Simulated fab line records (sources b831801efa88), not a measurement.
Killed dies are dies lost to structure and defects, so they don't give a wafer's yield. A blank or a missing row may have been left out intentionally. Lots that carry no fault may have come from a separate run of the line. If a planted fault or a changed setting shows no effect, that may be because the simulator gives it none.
Code-filled problem report in 8D (eight disciplines) form | flow gf180mcu | the parts of the form that need people (team, actions taken, sign-off) are left out

1. WHAT IS WRONG
GF_V5_ETCH_16, bias-w: mean 86.94 W over 1 wafer from 1 lot; wafers with no fault: 100.08 W, standard deviation 0.29. Relative to the usual mean, that is a shift of -45 standard deviations.
The step: etches BARC in N2/H2.
First seen on wafer L121.1, day 30 09:02, on rie-diel-04. The record holds 15 wafers of 5 lots with a number at this step. Rule for "out", or "out of limits": more than 4 standard deviations from the usual mean. Any other wafer with a number is counted as sound.

2. WHAT IT IS AND WHAT IT IS NOT
question                    | is                | is not
which readings at this step | bias-w            | drypump-motor-current-A, h2-flow-sccm, oes-product-au, throttle-valve-pct
which lots                  | L121              | L113, L114, L129, L135
which wafers of those lots  | L121.1            | L121.2, L121.6
read on which tools         | rie-diel-04       | rie-diel-01, rie-diel-02
when                        | from day 30 09:02 | up to then (8 sound wafers); but 6 sound wafers of L129, L135 came after

3. THE SUSPECTS, EACH WITH WHAT RULES IT OUT
Counting: a tool at a process step up to the reading stays a suspect if it ran every lot that is out. Sound lots after the first of them don't rule it out here, since some wafers of a struck lot are sound.
- cmp-01 at GF_V5_CMP_04 (polishes SiO2): kept. It ran the lot that is out, L121 (day 29 14:04).
- rie-diel-04 at GF_V5_ETCH_16 (etches BARC in N2/H2): kept. L121, the lot that is out, went through it at day 30 09:02; up to then, the latest sound lot through it was L114 at day 27 21:37. On those wafers its own readings are out: bias-w.
- Within cmp-01 at GF_V5_CMP_04: the wafers that are out ran in chamber 3; their sound lot-mates ran in chambers 0, 2.
- The sound lot-mates ran in chamber 1 of rie-diel-04 at GF_V5_ETCH_16, but the wafers that are out ran in chamber 3.
Remaining after the count are cmp-01 at GF_V5_CMP_04 and rie-diel-04 at GF_V5_ETCH_16.

4. THE CAUSE (what the simulator had put in)
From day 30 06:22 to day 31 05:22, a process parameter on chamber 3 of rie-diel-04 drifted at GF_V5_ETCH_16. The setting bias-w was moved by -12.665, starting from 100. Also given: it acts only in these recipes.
Counting left 2 suspects, and this tool is among them.

5. THE CHAIN OF EFFECTS, in route order
Each row: a reading whose mean over the struck wafers that have a number lies more than 3 standard deviations from the usual. Only readings whose record carries a usual standard deviation are examined. hours: median over the lots of the time between each lot's start at the first step of this table that gives one and its start at this step. sigmas: the change, counted in usual standard deviations.
hours | step          | reading | usual    | on struck wafers | change | sigmas
0     | GF_V5_ETCH_16 | bias-w  | 100.08 W | 86.94            | -13.14 | -45
It contains these process steps:
- GF_V5_ETCH_16: etches BARC in N2/H2.

6. HOW IT WOULD HAVE BEEN CAUGHT EARLIER
First out-of-limits reading in this record: day 30 09:02, which is 3 hours after fault onset at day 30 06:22.
